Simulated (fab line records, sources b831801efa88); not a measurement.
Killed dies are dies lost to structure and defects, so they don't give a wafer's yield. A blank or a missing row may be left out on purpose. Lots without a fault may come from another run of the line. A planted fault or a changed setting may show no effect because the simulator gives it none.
fab line records | flow sky130
record lots=14 wafers=42 last_day=48
route steps=708 shown CONTACT@411 METAL1@435
lots that met no fault: from a run of the same line without faults
start_h: hours from the record's first day to the start of the lot's first wafer shown | wait_h: hours since the lot's step before | " the same as in the row above | L1.1+2: a row that stands for several wafers | - no value, or no start given | * or withheld: withheld | < > ~ a bound
route shown NAME@n: a module of which the file shows steps, and the number in the route of the first | usual: mean/standard deviation of fault-free wafers | same: alike in all rows | chamber/n: place in a boat | sites: the reading at each site | _std_site: their standard deviation | _edge_site: outer sites' mean less inner sites' | radius_mm: how far each site lies from the wafer's centre | mask NAME#n: copy n | behind: the tool/chamber that last shaped the wafer | hold: why the lot was held/for how many hours/how that ended | device: the transistor (n, p or np) that didn't switch | end of line: the same wafers' tests at the end of the route | a step without rows: its recipe alone | killed: dies lost to structure and defects at the first sort, not the wafer's yield | map: a wafer's dies, x killed, . not, _ none there
set.NAME: the setting as run; set.NAME@STEP: as run at that earlier step | model.NAME: the simulator's own value behind a step, which no gauge read
steps of the route over a sample of lots; a table a step, a row a wafer
services: from which hour (start_h, from the record's first day; less than 0 if before it) a tool's chamber was out of use, for how many hours, and why
## steps
# step SKY_CONTACT_BOW_MEAS_05
# recipe mode=bow
# usual CONTACT_BOW=82/6.2
# columns lot.wafer tool chamber start_h wait_h CONTACT_BOW[um]
L683.2 film_metro-03 - 718.11 0.2 88
L683.3 " - " " 84
L683.6 " - " " 94
L685.1 film_metro-03 - 731.97 0.1 81
L685.2 " - " " 82
L685.3 " - " " 85
L684.1 film_metro-03 - 734.76 0.2 80
L684.2 " - " " 78
L684.6 " - " " 80
L686.2 film_metro-03 - 741.43 0.2 79
L686.4 " - " " 84
L686.5 " - " " 79
L687.2 film_metro-03 - 757.79 0.2 77
L687.3 " - " " 89
L687.5 " - " " 84
L689.2 film_metro-02 - 763.57 0.3 78
L689.4 " - " " 66
L689.5 " - " " 74
L688.3 film_metro-04 - 766.81 0.2 74
L688.4 " - " " 80
L688.5 " - " " 73
L690.3 film_metro-04 - 773.54 0.3 79
L690.4 " - " " 76
L690.6 " - " " 73
L691.1 film_metro-04 - 782.70 0.2 80
L691.2 " - " " 72
L691.6 " - " " 88
L692.1 film_metro-02 - 788.82 0.2 83
L692.4 " - " " 74
L692.6 " - " " 85
L693.4 film_metro-03 - 792.66 0.3 81
L693.5 " - " " 79
L693.6 " - " " 84
L695.1 film_metro-03 - 813.40 0.2 83
L695.2 " - " " 70
L695.4 " - " " 78
L700.3 film_metro-03 - 839.62 0.2 79
L700.4 " - " " 78
L700.6 " - " " 92
L701.1 film_metro-04 - 848.65 0.1 89
L701.4 " - " " 83
L701.5 " - " " 105
# step SKY_CONTACT_ETCH_16
# recipe chemistry=N2/H2 target=BARC ion_energy_ev=200 source_w=500 bias_w=100 pressure_mtorr=30 n2_flow_sccm=100 h2_flow_sccm=200 stop_on=SiO2 time_s=45.9 target_depth_a=600
# usual drypump_motor_current_A=5.7/0.52 oes_product_au=0.854/0.0048 throttle_valve_pct=13.226/0.0094
# columns lot.wafer tool chamber start_h wait_h drypump_motor_current_A oes_product_au rf_hours_counter_h throttle_valve_pct
L683.2 rie_diel-04 2 745.87 0.0 4.8 0.854 8 13.210
L683.3 " 1 " " 4.9 0.863 14 13.236
L683.6 " 1 " " 4.9 0.843 - 13.215
L685.1 rie_diel-02 1 758.42 0.0 6.2 0.852 7 13.241
L685.2 " 0 " " 6.0 0.848 3 13.231
L685.3 " 1 " " 6.2 0.860 - 13.216
L684.1 rie_diel-04 2 760.69 0.0 4.8 0.853 9 13.223
L684.2 " 3 " " 5.8 0.849 23 13.227
L684.6 " 0 " " 5.5 0.850 - 13.217
L686.2 rie_diel-04 1 767.97 0.0 4.9 0.855 15 13.235
L686.4 " 0 " " 5.6 0.851 9 13.238
L686.5 " 2 " " 4.8 0.853 - 13.232
L687.2 rie_diel-04 3 784.77 0.0 5.8 0.854 23 13.219
L687.3 " 0 " " 5.6 0.853 9 13.205
L687.5 " 3 " " 5.8 0.853 - 13.231
L689.2 rie_diel-02 0 790.24 0.0 6.0 0.853 5 13.216
L689.4 " 1 " " 6.2 0.857 8 13.244
L689.5 " 0 " " 6.0 0.852 - 13.226
L688.3 rie_diel-04 1 794.17 0.0 4.8 0.848 16 13.231
L688.4 " 0 " " 5.6 0.856 10 13.225
L688.5 " 3 " " 5.8 0.857 - 13.213
L690.3 rie_diel-03 3 799.22 0.0 5.9 0.859 2 13.214
L690.4 " 1 " " 6.0 0.853 20 13.217
L690.6 " 2 " " 6.0 0.849 - 13.220
L691.1 rie_diel-03 1 809.09 0.0 6.0 0.854 20 13.224
L691.2 " 0 " " 6.4 0.859 21 13.217
L691.6 " 1 " " 5.9 0.856 - 13.220
L692.1 rie_diel-03 1 815.32 0.0 6.0 0.851 20 13.230
L692.4 " 3 " " 5.9 0.850 3 13.234
L692.6 " 0 " " 6.4 0.846 - 13.222
L693.4 rie_diel-04 2 818.97 0.0 4.7 0.850 10 13.216
L693.5 " 2 " " 4.7 0.855 - 13.228
L693.6 " 1 " " 4.9 0.862 - 13.214
L695.1 rie_diel-04 0 839.39 0.0 5.6 0.859 11 13.206
L695.2 " 1 " " 4.9 0.859 17 13.231
L695.4 " 1 " " 4.9 0.860 - 13.221
L700.3 rie_diel-04 3 865.29 0.0 5.8 0.857 25 13.235
L700.4 " 0 " " 5.5 0.849 12 13.229
L700.6 " 0 " " 5.6 0.857 - 13.218
L701.1 rie_diel-04 0 875.62 0.0 5.6 0.855 12 13.220
L701.4 " 2 " " 4.8 0.844 12 13.233
L701.5 " 1 " " 4.9 0.859 - 13.219
# step SKY_METAL1_SPUTTER_01
# recipe material=TiN target_thk_nm=20 power_w=6500 time_s=16.7 chamber_pressure_pa=0.4
# usual throttle_valve_pct=30.0/1
# columns lot.wafer tool chamber start_h wait_h throttle_valve_pct
L683.2 pvd_sputter-01 - 747.29 0.0 28.7
L683.3 " - " " 29.4
L683.6 " - " " 29.3
L685.1 pvd_sputter-02 - 759.88 0.0 28.8
L685.2 " - " " 29.1
L685.3 " - " " 32.3
L684.1 pvd_sputter-01 - 762.09 0.0 29.6
L684.2 " - " " 29.0
L684.6 " - " " 30.0
L686.2 pvd_sputter-04 - 769.36 0.0 30.0
L686.4 " - " " 30.4
L686.5 " - " " 30.2
L687.2 pvd_sputter-02 - 786.16 0.0 29.7
L687.3 " - " " 28.6
L687.5 " - " " 29.7
L689.2 pvd_sputter-04 - 791.98 0.0 32.2
L689.4 " - " " 30.5
L689.5 " - " " 30.4
L688.3 pvd_sputter-01 - 795.92 0.0 29.7
L688.4 " - " " 29.8
L688.5 " - " " 29.6
L690.3 pvd_sputter-01 - 800.97 0.0 29.7
L690.4 " - " " 29.2
L690.6 " - " " 29.2
L691.1 pvd_sputter-02 - 810.50 0.0 28.6
L691.2 " - " " 31.9
L691.6 " - " " 29.6
L692.1 pvd_sputter-02 - 816.72 0.0 28.9
L692.4 " - " " 29.1
L692.6 " - " " 28.2
L693.4 pvd_sputter-01 - 820.40 0.0 29.8
L693.5 " - " " 29.1
L693.6 " - " " 30.1
L695.1 pvd_sputter-04 - 840.80 0.0 32.2
L695.2 " - " " 30.3
L695.4 " - " " 31.2
L700.3 pvd_sputter-04 - 866.98 0.0 30.3
L700.4 " - " " 30.3
L700.6 " - " " 32.4
L701.1 pvd_sputter-04 - 877.08 0.0 30.1
L701.4 " - " " 32.0
L701.5 " - " " 30.4
# step SKY_METAL1_EXPOSE_12
# recipe mask_id=MM1 na=0.8 source_shape=annular sigma_inner=0.55 sigma_outer=0.85 target_cd_nm=140 dose_mj=28
# usual reticle_temp_C=23.00/0.1
# same na=0.8
# columns lot.wafer tool chamber start_h wait_h mask reticle_temp_C
L683.2 krf_scanner-01 0 759.83 - MM1#0 23.09
L683.3 " 0 " " MM1#0 23.07
L683.6 " 0 " " MM1#0 23.03
L685.1 krf_scanner-01 0 774.89 - MM1#0 23.03
L685.2 " 0 " " MM1#0 22.88
L685.3 " 0 " " MM1#0 22.87
L684.1 krf_scanner-02 0 776.64 - MM1#0 23.08
L684.2 " 0 " " MM1#0 23.01
L684.6 " 0 " " MM1#0 23.04
L686.2 krf_scanner-02 0 783.03 - MM1#0 22.98
L686.4 " 0 " " MM1#0 22.94
L686.5 " 0 " " MM1#0 22.94
L687.2 krf_scanner-02 0 799.43 - MM1#0 22.85
L687.3 " 0 " " MM1#0 22.84
L687.5 " 0 " " MM1#0 23.00
L689.2 krf_scanner-02 0 805.69 - MM1#0 22.92
L689.4 " 0 " " MM1#0 22.86
L689.5 " 0 " " MM1#0 22.93
L688.3 krf_scanner-02 0 809.30 - MM1#0 23.03
L688.4 " 0 " " MM1#0 23.05
L688.5 " 0 " " MM1#0 23.04
L690.3 krf_scanner-02 0 814.40 - MM1#0 22.94
L690.4 " 0 " " MM1#0 23.09
L690.6 " 0 " " MM1#0 23.03
L691.1 krf_scanner-02 0 824.32 - MM1#0 23.05
L691.2 " 0 " " MM1#0 23.06
L691.6 " 0 " " MM1#0 22.93
L692.1 krf_scanner-02 0 829.92 - MM1#0 22.97
L692.4 " 0 " " MM1#0 23.03
L692.6 " 0 " " MM1#0 23.15
L693.4 krf_scanner-02 0 833.72 - MM1#0 23.16
L693.5 " 0 " " MM1#0 23.10
L693.6 " 0 " " MM1#0 23.16
L695.1 krf_scanner-01 0 854.00 - MM1#0 23.01
L695.2 " 0 " " MM1#0 23.17
L695.4 " 0 " " MM1#0 23.13
L700.3 krf_scanner-01 0 880.63 - MM1#0 23.08
L700.4 " 0 " " MM1#0 22.95
L700.6 " 0 " " MM1#0 23.10
L701.1 krf_scanner-01 0 890.82 - MM1#0 22.96
L701.4 " 0 " " MM1#0 23.15
L701.5 " 0 " " MM1#0 23.09
# step SKY_METAL1_CD_MEAS_15
# recipe target_cd_nm=140
# usual cd_nm=139.9/1.6
# columns lot.wafer tool chamber start_h wait_h hold cd_nm
L683.2 cd_sem-02 - 773.73 - - 142.4
L683.3 " - " " - 140.3
L683.6 " - " " - 141.3
L685.1 cd_sem-01 - 787.67 - - 139.9
L685.2 " - " " - 140.4
L685.3 " - " " - 141.5
L684.1 cd_sem-01 - 788.86 - - 139.9
L684.2 " - " " - 140.3
L684.6 " - " " - 140.3
L686.2 cd_sem-02 - 795.29 - - 139.8
L686.4 " - " " - 138.5
L686.5 " - " " - 138.8
L687.2 cd_sem-01 - 812.68 - - 143.3
L687.3 " - " " - 143.8
L687.5 " - " " - 142.1
L689.2 cd_sem-02 - 818.09 - - 140.2
L689.4 " - " " - 140.2
L689.5 " - " " - 140.1
L688.3 cd_sem-01 - 822.45 - - 137.4
L688.4 " - " " - 138.9
L688.5 " - " " - 139.1
L690.3 cd_sem-01 - 827.05 - - 141.0
L690.4 " - " " - 140.6
L690.6 " - " " - 141.9
L691.1 cd_sem-01 - 836.17 - - 141.8
L691.2 " - " " - 140.0
L691.6 " - " " - 140.3
L692.1 cd_sem-01 - 842.62 - - 138.0
L692.4 " - " " - 137.2
L692.6 " - " " - 137.6
L693.4 cd_sem-02 - 846.12 - - 138.1
L693.5 " - " " - 137.1
L693.6 " - " " - 137.1
L695.1 cd_sem-02 - 866.62 - - 140.2
L695.2 " - " " - 141.7
L695.4 " - " " - 142.3
L700.3 cd_sem-02 - 893.40 - await_dispo/0.2h/release 22.2
L700.4 " - " " await_dispo/0.2h/release 61.7
L700.6 " - " " await_dispo/0.2h/release 97.7
L700.3 cd_sem-02 - 893.69 0.3 - 21.7
L700.4 " - " " - 61.6
L700.6 " - " " - 98.1
L701.1 cd_sem-01 - 902.37 - await_dispo/0.2h/release 62.1
L701.4 " - " " await_dispo/0.2h/release 69.2
L701.5 " - " " await_dispo/0.2h/release 68.3
L701.1 cd_sem-01 - 902.65 0.3 - 62.0
L701.4 " - " " - 69.3
L701.5 " - " " - 68.9
## services
# columns tool chamber start_h hours kind
rie_diel-03 0 738.67 1.9 repair
rie_diel-03 2 747.69 1.2 repair
rie_diel-02 3 756.92 5.2 repair
krf_scanner-02 - 758.42 0.3 repair
krf_scanner-02 - 762.07 4.0 pm
pvd_sputter-01 - 765.70 4.1 repair
krf_scanner-01 - 771.68 0.8 pm
rie_diel-04 2 783.55 2.1 repair
krf_scanner-02 - 794.93 1.3 pm
krf_scanner-02 - 814.48 1.0 pm
pvd_sputter-01 - 825.58 0.7 repair
rie_diel-04 3 829.69 25.2 repair
krf_scanner-01 - 831.80 1.3 pm
pvd_sputter-01 - 836.26 3.3 repair
pvd_sputter-01 0 840.31 - consumable_replace:kit
pvd_sputter-01 0 840.31 18.0 scheduled_down
pvd_sputter-01 0 840.31 18.0 vent_cycle
pvd_sputter-01 - 844.10 0.7 repair
krf_scanner-02 - 849.92 4.4 pm
rie_diel-03 3 850.93 3.8 repair
rie_diel-02 - 853.64 2.8 pm
krf_scanner-01 - 856.43 1.0 pm
krf_scanner-02 - 857.98 0.8 pm
krf_scanner-01 - 860.69 1.9 repair
## key
first_sign step=SKY_METAL1_CD_MEAS_15 reading=visit direction=added
effect step=SKY_METAL1_CD_MEAS_15 reading=cd_nm direction=down sigmas=48 usual=139.9 struck=63.5
met_at SKY_METAL1_EXPOSE_12
struck_lots L700,L701
later_rows_left_out L700.3,L700.4,L700.6,L701.1,L701.4,L701.5
sort_left_out L700.3,L700.4,L700.6,L701.1,L701.4,L701.5
not_acting_at SKY_CONTACT_BOW_MEAS_05,SKY_CONTACT_ETCH_16,SKY_METAL1_SPUTTER_01
onset_between 854.00 880.63
also_fits time
fault kind=process_parameter_drift tool=krf_scanner-01 chamber=- onset_h=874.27 steps=SKY_METAL1_EXPOSE_12 channel=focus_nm offset=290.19 spread_by_wafer=0.3 shape=step end_h=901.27
# sort_left_out: the simulated sort isn't trusted on such a fault, so these wafers' sort isn't shown, and their yield isn't known
# later_rows_left_out: the simulator's readings of these wafers behind a module that went badly wrong aren't trusted and aren't shown, but for the sort
